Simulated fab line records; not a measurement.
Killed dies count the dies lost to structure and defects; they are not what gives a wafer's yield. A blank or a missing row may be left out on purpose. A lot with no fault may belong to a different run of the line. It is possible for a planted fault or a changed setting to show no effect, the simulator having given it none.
Chamber matching	flow sky130	SKY_FIELD_ISO_ETCH_17 on rie-si-02 has 4 sister chambers
The step etches Si in HBr/Cl2/O2, target depth 342 nm, time 97.7 s. 4 wafers are shown with their chamber, then 7 later ones without.

## WAFERS, EACH WITH ITS CHAMBER
wafer	chamber	drypump-motor-current-A (A)
L934.2	0	5.7
L934.4	3	5.2
L934.6	1	5.5
L936.1	2	5.3

## WAFERS WITHOUT THEIR CHAMBER
wafer	drypump-motor-current-A (A)
L936.3	5.2
L936.4	5.6
L937.1	5.3
L937.3	5.2
L937.5	5.3
L947.2	5.7
L947.5	5.3

## WHICH CHAMBER EACH ONE RAN IN
wafer	from the rows above	in truth
L936.3	3	3
L936.4	can't be placed: 1 or 0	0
L937.1	2	2
L937.3	3	3
L937.5	2	2
L947.2	0	0
L947.5	2	2
Correct placement for 6 of the 7. Cannot be placed on the basis of these rows: 1; the candidates contain the true chamber in 1. Placed wrongly: 0.
How it was worked out, from the rows above alone: a wafer's distance from a chamber is the root of the sum, over the readings, of the square of ((its reading less the chamber's mean) divided by the reading's scatter). The wafer belongs to the nearest chamber; if the next one is less than 2 further off, it can't be placed. The mean given for a chamber averages the wafers shown for that chamber. The scatter (one wafer shown for each chamber): square how far every hidden wafer sits from the nearest shown wafer, average those squares and take the square root.
